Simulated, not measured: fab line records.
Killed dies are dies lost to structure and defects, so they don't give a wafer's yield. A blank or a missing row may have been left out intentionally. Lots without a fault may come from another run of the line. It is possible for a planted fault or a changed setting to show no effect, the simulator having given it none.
Chamber matching || flow gf180mcu || cmp-02 running GF_V1_CMP_04: 4 sister chambers
The step polishes SiO2. 14 wafers are shown with their chamber, then 7 later ones without.

## WAFERS, EACH WITH ITS CHAMBER
{"wafer": "L715.1", "chamber": 2, "motor_current_A (A)": 11.8, "time_to_endpoint_s (s)": 71, "retaining_ring_pressure_frac": 1.003}
{"wafer": "L715.3", "chamber": 1, "motor_current_A (A)": 12.3, "time_to_endpoint_s (s)": 74, "retaining_ring_pressure_frac": 0.998}
{"wafer": "L715.5", "chamber": 2, "motor_current_A (A)": 12.0, "time_to_endpoint_s (s)": 79, "retaining_ring_pressure_frac": 1.004}
{"wafer": "L716.2", "chamber": 2, "motor_current_A (A)": 12.1, "time_to_endpoint_s (s)": 71, "retaining_ring_pressure_frac": 1.004}
{"wafer": "L716.3", "chamber": 3, "motor_current_A (A)": 11.6, "time_to_endpoint_s (s)": 74, "retaining_ring_pressure_frac": 1.011}
{"wafer": "L716.6", "chamber": 0, "motor_current_A (A)": 13.4, "time_to_endpoint_s (s)": 87, "retaining_ring_pressure_frac": 0.998}
{"wafer": "L719.1", "chamber": 0, "motor_current_A (A)": 12.3, "time_to_endpoint_s (s)": 70, "retaining_ring_pressure_frac": 1.000}
{"wafer": "L719.2", "chamber": 3, "motor_current_A (A)": 12.0, "time_to_endpoint_s (s)": 76, "retaining_ring_pressure_frac": 0.997}
{"wafer": "L719.5", "chamber": 3, "motor_current_A (A)": 12.4, "time_to_endpoint_s (s)": 81, "retaining_ring_pressure_frac": 0.997}
{"wafer": "L720.3", "chamber": 2, "motor_current_A (A)": 11.9, "time_to_endpoint_s (s)": 66, "retaining_ring_pressure_frac": 1.000}
{"wafer": "L720.5", "chamber": 3, "motor_current_A (A)": 11.5, "time_to_endpoint_s (s)": 79, "retaining_ring_pressure_frac": 0.992}
{"wafer": "L720.6", "chamber": 0, "motor_current_A (A)": 13.5, "time_to_endpoint_s (s)": 73, "retaining_ring_pressure_frac": 0.988}
{"wafer": "L722.1", "chamber": 2, "motor_current_A (A)": 11.9, "time_to_endpoint_s (s)": 70, "retaining_ring_pressure_frac": 1.001}
{"wafer": "L722.2", "chamber": 0, "motor_current_A (A)": 12.5, "time_to_endpoint_s (s)": 80, "retaining_ring_pressure_frac": 0.997}

SIGNATURES, as means of the wafers listed above
{"reading": "motor_current_A", "chamber 0": 12.925, "chamber 1": 12.300, "chamber 2": 11.940, "chamber 3": 11.875, "scatter within a chamber": 0.411}
{"reading": "time_to_endpoint_s", "chamber 0": 77.50, "chamber 1": 74.00, "chamber 2": 71.40, "chamber 3": 77.50, "scatter within a chamber": 5.4}
{"reading": "retaining_ring_pressure_frac", "chamber 0": 0.99575, "chamber 1": 0.99800, "chamber 2": 1.00240, "chamber 3": 0.99925, "scatter within a chamber": 0.00547}
Rule: a wafer lies at a distance from a chamber equal to the root of the sum of squares, over the readings, of (its reading less the chamber's mean, divided by the reading's scatter). The wafer belongs to the nearest chamber; if the next one is less than 2 further off, it can't be placed. The scatter: take each reading less its chamber's mean, square it, sum over the shown wafers, divide by the number of wafers less the number of chambers, and take the root.

## WAFERS WHOSE CHAMBER IS MISSING
{"wafer": "L722.3", "motor_current_A (A)": 11.2, "time_to_endpoint_s (s)": 74, "retaining_ring_pressure_frac": 0.999}
{"wafer": "L730.2", "motor_current_A (A)": 11.7, "time_to_endpoint_s (s)": 69, "retaining_ring_pressure_frac": 0.997}
{"wafer": "L730.4", "motor_current_A (A)": 11.8, "time_to_endpoint_s (s)": 74, "retaining_ring_pressure_frac": 1.011}
{"wafer": "L730.6", "motor_current_A (A)": 12.3, "time_to_endpoint_s (s)": 67, "retaining_ring_pressure_frac": 1.002}
{"wafer": "L737.1", "motor_current_A (A)": 13.6, "time_to_endpoint_s (s)": 78, "retaining_ring_pressure_frac": 1.003}
{"wafer": "L737.3", "motor_current_A (A)": 12.2, "time_to_endpoint_s (s)": 75, "retaining_ring_pressure_frac": 0.999}
{"wafer": "L737.5", "motor_current_A (A)": 11.8, "time_to_endpoint_s (s)": 81, "retaining_ring_pressure_frac": 1.002}

## WHICH CHAMBER EACH WENT THROUGH
{"wafer": "L722.3", "from the rows above": "can't be placed: 3 or 2 or 1", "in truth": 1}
{"wafer": "L730.2", "from the rows above": "can't be placed: 2 or 3 or 1", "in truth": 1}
{"wafer": "L730.4", "from the rows above": "can't be placed: 2 or 3 or 1", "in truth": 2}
{"wafer": "L730.6", "from the rows above": "can't be placed: 2 or 1 or 3 or 0", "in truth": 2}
{"wafer": "L737.1", "from the rows above": "can't be placed: 0 or 1", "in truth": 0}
{"wafer": "L737.3", "from the rows above": "can't be placed: 1 or 3 or 2 or 0", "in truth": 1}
{"wafer": "L737.5", "from the rows above": "can't be placed: 3 or 2 or 1", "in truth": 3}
0 of 7 placed correctly. Unplaceable from these rows: 7, with the true chamber sitting among the candidates in 7. Wrongly placed: 0.
